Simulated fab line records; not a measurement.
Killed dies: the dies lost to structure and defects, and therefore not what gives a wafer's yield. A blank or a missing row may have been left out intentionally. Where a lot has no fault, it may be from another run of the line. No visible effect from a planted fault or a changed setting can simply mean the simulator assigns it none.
What tool caused it? | flow sky130 | 13 lots with 39 wafers sampled at 5 steps, on a route of 708 steps

## WHAT THE GAUGES SHOWED, per wafer
SKY_FIELD_ISO_THK_MEAS_23. Usual: FIELD_ISO_OXIDATION_01_THK gives 9.93 nm (standard deviation 0.22).
lot  | measured    | on           | FIELD_ISO_OXIDATION_01_THK (nm) | flag
L547 | day 2 12:53 | filmMetro-04 | 9.77 9.77 9.74                  | 
L550 | day 3 02:20 | filmMetro-03 | 10.06 9.97 10.01                | 
L551 | day 3 10:03 | filmMetro-04 | 10.09 10.02 10.01               | 
L552 | day 3 13:06 | filmMetro-01 | 9.79 9.92 9.84                  | 
L555 | day 4 07:13 | filmMetro-04 | 9.92 9.86 9.68                  | 
L557 | day 4 16:25 | filmMetro-04 | 9.79 9.51 9.54                  | 
L558 | day 4 23:08 | filmMetro-04 | 9.98 10.10 10.26                | 
L559 | day 5 02:22 | filmMetro-01 | 13.01 12.90 12.87               | OFF
L560 | day 5 08:05 | filmMetro-01 | 10.14 10.25 10.00               | 
L561 | day 5 14:40 | filmMetro-04 | 13.24 13.21 13.12               | OFF
L562 | day 5 19:58 | filmMetro-03 | 13.22 13.35 13.32               | OFF
L563 | day 6 00:00 | filmMetro-04 | 13.25 13.32 13.29               | OFF
L567 | day 6 21:59 | filmMetro-03 | 9.57 9.67 9.65                  | 

SKY_NWELL_OVL_MEAS_23. Usual: NWELL_01_OVL gives 0.5 nm (standard deviation 1.3).
lot  | measured     | on         | NWELL_01_OVL (nm) | flag
L547 | day 5 13:44  | overlay-01 | 2.4 -0.2 1.1      | 
L550 | day 6 04:51  | overlay-02 | 2.8 1.1 0.1       | 
L551 | day 6 12:44  | overlay-01 | -0.9 -1.9 -0.7    | 
L552 | day 6 18:31  | overlay-01 | -0.2 -1.5 -1.1    | 
L555 | day 7 13:32  | overlay-01 | 2.2 0.1 2.2       | 
L557 | day 8 02:53  | overlay-02 | 0.8 0.9 -0.3      | 
L558 | day 8 09:49  | overlay-01 | -0.9 0.5 0.3      | 
L559 | day 8 13:18  | overlay-01 | -0.7 -1.1 -0.4    | 
L560 | day 8 21:58  | overlay-02 | -1.6 0.0 -0.5     | 
L561 | day 9 05:50  | overlay-01 | 0.3 1.0 -1.0      | 
L562 | day 9 10:23  | overlay-02 | 2.1 4.8 2.8       | 
L563 | day 9 15:06  | overlay-02 | -1.3 0.4 0.9      | 
L567 | day 10 17:59 | overlay-01 | -1.2 -0.8 0.2     | 

SKY_LDD_LDN_TW_MEAS_13. Usual: LDD_LDN_TW gives 1480 (standard deviation 17).
lot  | measured     | on           | LDD_LDN_TW     | flag
L547 | day 22 22:25 | filmMetro-01 | 1497 1488 1503 | 
L550 | day 24 02:46 | filmMetro-03 | 1467 1464 1461 | 
L551 | day 24 18:41 | filmMetro-03 | 1461 1451 1454 | 
L552 | day 25 23:26 | filmMetro-03 | 1461 1462 1453 | 
L555 | day 26 05:47 | filmMetro-03 | 1465 1469 1470 | 
L557 | day 27 02:50 | filmMetro-04 | 1488 1491 1486 | 
L558 | day 27 10:27 | filmMetro-04 | 1498 1488 1498 | 
L559 | day 27 13:03 | filmMetro-04 | 1485 1492 1483 | 
L560 | day 28 03:05 | filmMetro-01 | 1494 1496 1498 | 
L561 | day 28 10:37 | filmMetro-01 | 1490 1488 1483 | 
L562 | day 28 14:04 | filmMetro-03 | 1454 1448 1453 | 
L563 | day 29 00:23 | filmMetro-01 | 1497 1499 1489 | 
L567 | day 30 12:22 | filmMetro-04 | 1490 1494 1491 | 

## WHICH TOOL RAN EACH LOT (tool, then ch and the chambers of the sampled wafers, then the start)
lot  | SKY_FIELD_ISO_ETCH_15            | SKY_FIELD_ISO_OXIDATION_22
L547 | rieDiel-03 ch 0,2,3, day 2 09:47 | furnace-02 ch 0, day 2 11:43
L550 | rieDiel-02 ch 1,2, day 3 00:39   | furnace-02 ch 0, day 3 01:09
L551 | rieDiel-03 ch 2,3, day 3 08:21   | furnace-02 ch 0, day 3 08:52
L552 | rieDiel-04 ch 1,3, day 3 11:23   | furnace-02 ch 0, day 3 11:55
L555 | rieDiel-03 ch 1,3, day 4 03:46   | furnace-02 ch 0, day 4 06:02
L557 | rieDiel-04 ch 0,1,3, day 4 14:43 | furnace-02 ch 0, day 4 15:14
L558 | rieDiel-03 ch 0,2, day 4 21:16   | furnace-02 ch 0, day 4 21:58
L559 | rieDiel-04 ch 0,1,3, day 5 00:40 | furnace-02 ch 0, day 5 01:10
L560 | rieDiel-04 ch 0,1,3, day 5 06:22 | furnace-01 ch 0, day 5 06:53
L561 | rieDiel-03 ch 1,2,3, day 5 11:33 | furnace-02 ch 0, day 5 13:29
L562 | rieDiel-04 ch 1,3, day 5 16:32   | furnace-02 ch 0, day 5 18:47
L563 | rieDiel-04 ch 0,1, day 5 20:41   | furnace-02 ch 0, day 5 22:49
L567 | rieDiel-03 ch 1,2, day 6 20:09   | furnace-01 ch 0, day 6 20:49
- SKY_FIELD_ISO_ETCH_15: etches the open film in CHF3/O2, stops on Si, target depth 180 nm, time 72 s.
- SKY_FIELD_ISO_OXIDATION_22: stabilise 600 s, purge 300 s, target thk 10 nm.

## WHAT THE TOOLS THEMSELVES READ (means of the sampled wafers that have a number; where no wafer has one, the mark that the record gives instead)
SKY_FIELD_ISO_ETCH_15. Usual: drypumpMotorCurrentA 5.8 A, standard deviation 0.48; oesProductAu 0.945 a.u., standard deviation 0.0065; throttleValvePct 8.844 %, standard deviation 0.0095.
lot  | tool       | drypumpMotorCurrentA (A) | oesProductAu (a.u.) | throttleValvePct (%) | flag
L547 | rieDiel-03 | 6.0                      | 0.943               | 8.839                | 
L550 | rieDiel-02 | 5.1                      | 0.947               | 8.849                | 
L551 | rieDiel-03 | 5.9                      | 0.945               | 8.842                | 
L552 | rieDiel-04 | 5.9                      | 0.943               | 8.846                | 
L555 | rieDiel-03 | 5.2                      | 0.943               | 8.842                | 
L557 | rieDiel-04 | 5.9                      | 0.945               | 8.843                | 
L558 | rieDiel-03 | 6.1                      | 0.944               | 8.845                | 
L559 | rieDiel-04 | 5.9                      | 0.946               | 8.849                | 
L560 | rieDiel-04 | 5.9                      | 0.934               | 8.841                | 
L561 | rieDiel-03 | 5.8                      | 0.945               | 8.844                | 
L562 | rieDiel-04 | 5.9                      | 0.940               | 8.846                | 
L563 | rieDiel-04 | 5.8                      | 0.945               | 8.843                | 
L567 | rieDiel-03 | 6.2                      | 0.950               | 8.849                | 

## THE ANSWER, worked out from the rows above alone
Rule: a lot counts as off when the mean over its wafers that have a number is more than 3 standard deviations away from the usual mean. Also off: a lot with no number at a reading for which 4 or more lots have one. Where the step has rows for the other lots, those lots are counted as sound. After the gauges, taken in route order, come the tools' own readings; for these a lot's mean is taken, as printed above. At the first step where some lot is off, the reading lying furthest off is the one used; lots without a number count as furthest.
Off: L559, L561, L562, L563, seen at SKY_FIELD_ISO_THK_MEAS_23 (FIELD_ISO_OXIDATION_01_THK).
If a tool, at a process step before that reading, ran all the lots that are off and no sound lot after the first of them, it fits. Gauges at SKY_FIELD_ISO_THK_MEAS_23: tried the same way as those tools. One fits: SKY_FIELD_ISO_OXIDATION_22 on furnace-02. Its last sound lot is L558 (day 4 21:58), its first lot that is off L559 (day 5 01:10): a fault that began between those two fits.

## WHAT HAD BEEN PUT IN BY THE SIMULATOR
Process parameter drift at SKY_FIELD_ISO_OXIDATION_22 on furnace-02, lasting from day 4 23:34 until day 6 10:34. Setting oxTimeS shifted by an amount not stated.
Struck lots among those shown: L559, L561, L562, L563. The rule above reached the same finding.
